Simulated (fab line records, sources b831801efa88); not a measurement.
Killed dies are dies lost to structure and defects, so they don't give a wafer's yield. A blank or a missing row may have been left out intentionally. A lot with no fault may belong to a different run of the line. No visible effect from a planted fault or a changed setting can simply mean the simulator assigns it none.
Comparing a struck lot with a sound one | flow sky130 | 14 steps out of a route of 708
Sound: the wafers L191.2, L191.4, L191.5. Wafers L201.1, L201.2, L201.6 were the ones struck. At the end, the cause is stated.
Each step with rows lists, per side, the tool, then ch with its chambers, then its first start. Under that, the readings that differ: sound wafers | struck wafers | difference of the means | sigmas: that difference in standard deviations of wafers without a fault.
alike: a reading whose means differ by less than 2 such deviations, as well as words and numbers matching on both sides. not compared: withheld readings; readings where some wafer has no value; bounds like >300 that might hide an equal value; numbers whose values overlap and for which the record gives no deviation.
The two part at a step that has a row with sigmas, a row that says differs or no value, or rows on one side only. Numbers that don't overlap but have no deviation are shown without sigmas and don't part them. A reading missing from all wafers of one side parts the sides only when that side holds two or more wafers.

first, 1 step without rows for these wafers: SKY_VT_ADJUST_PCH_IMPLANT_08.
SKY_VT_ADJUST_PCH_STRIP_09: strips in O2/N2.
  sound on plasma-asher-04 ch 0,1, day 13 11:26; struck on plasma-asher-02 ch 0,1, day 17 03:58
  reading                     | sound       | struck      | difference | sigmas
  drypump-motor-current-A (A) | 6.1 5.7 6.1 | 5.3 5.1 5.0 | -0.8       | -2
  alike: n2-flow-sccm, oes-product-au, strip-time-to-endpoint-s
  not compared: rf-hours-counter-h
SKY_VT_ADJUST_PCH_TW_MEAS_10:
  sound on film-metro-03, day 13 11:33; struck on film-metro-04, day 17 04:04
  alike: VT_ADJUST_PCH_TW
then, 7 steps without rows for these wafers: SKY_SONOS_TUNNEL_DEHYDRATE_00 (time 60 s); SKY_SONOS_TUNNEL_HMDS_01 (prime time 60 s); SKY_SONOS_TUNNEL_COAT_02 (resist thk 1140 nm); SKY_SONOS_TUNNEL_SOFTBAKE_03 (time 60 s); SKY_SONOS_TUNNEL_EXPOSE_04 (exposes mask TUNM, target cd 410 nm); SKY_SONOS_TUNNEL_PEB_05; SKY_SONOS_TUNNEL_DEVELOP_06 (develop time 60 s).
SKY_SONOS_TUNNEL_CD_MEAS_07 targets a cd of 410 nm.
  sound on cd-sem-01, day 14 12:56; struck on cd-sem-02, day 18 09:56
  alike: cd-nm
SKY_SONOS_TUNNEL_OVL_MEAS_08:
  sound on overlay-02, day 14 13:02; struck on overlay-01, day 18 10:03
  reading               | sound          | struck       | difference | sigmas
  SONOS_TUNNEL_OVL (nm) | -2.6 -4.8 -3.1 | -1.3 1.2 0.5 | +3.6       | +2
SKY_SONOS_TUNNEL_IMPLANT_09:
  sound on implanter-02 ch 0, day 14 13:05; struck on implanter-02 ch 0, day 18 10:05
  reading                   | sound                | struck               | difference | sigmas
  beam-energy-keV           | 19.998 20.003 20.004 | 17.976 17.973 17.974 | -2.027     | -99 or more
  model.implant.rp-nm (nm)  | 66.06 66.06 66.06    | 60.06 60.06 60.06    | -6.00      |
  model.implant.drp-nm (nm) | 28.34 28.34 28.34    | 26.28 26.28 26.28    | -2.06      |
then, 1 step without rows for these wafers: SKY_SONOS_TUNNEL_WET_ETCH_10 (etches SiO2 in dHF, target depth 14 nm, time 280 s).

== WHERE THEY PART ==
At SKY_VT_ADJUST_PCH_STRIP_09 first; at SKY_SONOS_TUNNEL_IMPLANT_09 last (within this record only).

WHY: the cause the simulator had injected
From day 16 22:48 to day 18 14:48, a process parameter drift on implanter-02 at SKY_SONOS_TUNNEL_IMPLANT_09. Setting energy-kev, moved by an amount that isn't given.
